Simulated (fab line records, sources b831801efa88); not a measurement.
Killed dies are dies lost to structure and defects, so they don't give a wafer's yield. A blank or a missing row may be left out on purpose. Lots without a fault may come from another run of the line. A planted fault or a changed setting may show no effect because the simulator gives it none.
Split-lot experiment | flow sky130 | 5 lots, 23 wafers read, on a route of 708 steps

THE SPLIT
At SKY_POLY_GATE_OXIDATION_20 (stabilise 600 s, purge 300 s, target thk 4 nm), the setting ox_time_s was moved away from the recipe's 899 s on 10 of the 23 wafers read, by -6.0% to +7.8%. The other wafers ran this setting at the recipe's value.

The reading is taken at the split's own step.

THE READING
SiO2_of_POLY_GATE_OXIDATION_20.thk_nm (the simulator's own value, which no gauge read), in nm, at SKY_POLY_GATE_OXIDATION_20 (stabilise 600 s, purge 300 s, target thk 4 nm). The file gives no usual value for it. The 13 wafers here that ran the recipe average 3.871 nm, standard deviation 0.067 nm.

wafer  | tool, chamber at the split | ox_time_s as run, s | against the recipe | SiO2_of_POLY_GATE_OXIDATION_20.thk_nm, nm | against lot-mates on the recipe
L076.2 | furnace-01, 0              | 899                 | recipe             | 3.993                                     | -
L076.3 | furnace-01, 0              | 899                 | recipe             | 4.001                                     | -
L076.4 | furnace-01, 0              | 899                 | recipe             | 3.925                                     | -
L080.1 | -, -                       | 845.3               | -6.0%              | 3.744                                     | no lot-mate on the recipe
L080.2 | -, -                       | 845.3               | -6.0%              | 3.767                                     | no lot-mate on the recipe
L080.3 | -, -                       | 845.3               | -6.0%              | 3.709                                     | no lot-mate on the recipe
L080.4 | -, -                       | 845.3               | -6.0%              | 3.692                                     | no lot-mate on the recipe
L080.6 | -, -                       | 845.3               | -6.0%              | 3.759                                     | no lot-mate on the recipe
L081.1 | -, -                       | 968.7               | +7.8%              | 4                                         | no lot-mate on the recipe
L081.2 | -, -                       | 968.7               | +7.8%              | 4.097                                     | no lot-mate on the recipe
L081.3 | -, -                       | 968.7               | +7.8%              | 4.12                                      | no lot-mate on the recipe
L081.4 | -, -                       | 968.7               | +7.8%              | 4.087                                     | no lot-mate on the recipe
L081.5 | -, -                       | 968.7               | +7.8%              | 4.122                                     | no lot-mate on the recipe
L082.1 | -, -                       | 899                 | recipe             | 3.915                                     | -
L082.2 | -, -                       | 899                 | recipe             | 3.8                                       | -
L082.3 | -, -                       | 899                 | recipe             | 3.848                                     | -
L082.4 | -, -                       | 899                 | recipe             | 3.873                                     | -
L082.6 | -, -                       | 899                 | recipe             | 3.88                                      | -
L083.2 | -, -                       | 899                 | recipe             | 3.787                                     | -
L083.3 | -, -                       | 899                 | recipe             | 3.812                                     | -
L083.4 | -, -                       | 899                 | recipe             | 3.809                                     | -
L083.5 | -, -                       | 899                 | recipe             | 3.843                                     | -
L083.6 | -, -                       | 899                 | recipe             | 3.841                                     | -

THE FIT
A straight line over all 23 wafers: SiO2_of_POLY_GATE_OXIDATION_20.thk_nm changes by +0.0257 nm for each +1% of ox_time_s; r = +0.90; the points scatter about the line by 0.059 nm.
Too few moved wafers have a lot-mate on the recipe to fit a line with each lot's own level taken away.

THE FILE'S OWN FIT
SiO2_of_POLY_GATE_OXIDATION_20.thk_nm changes by +0.0257 nm for each +1% of ox_time_s, r = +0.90.
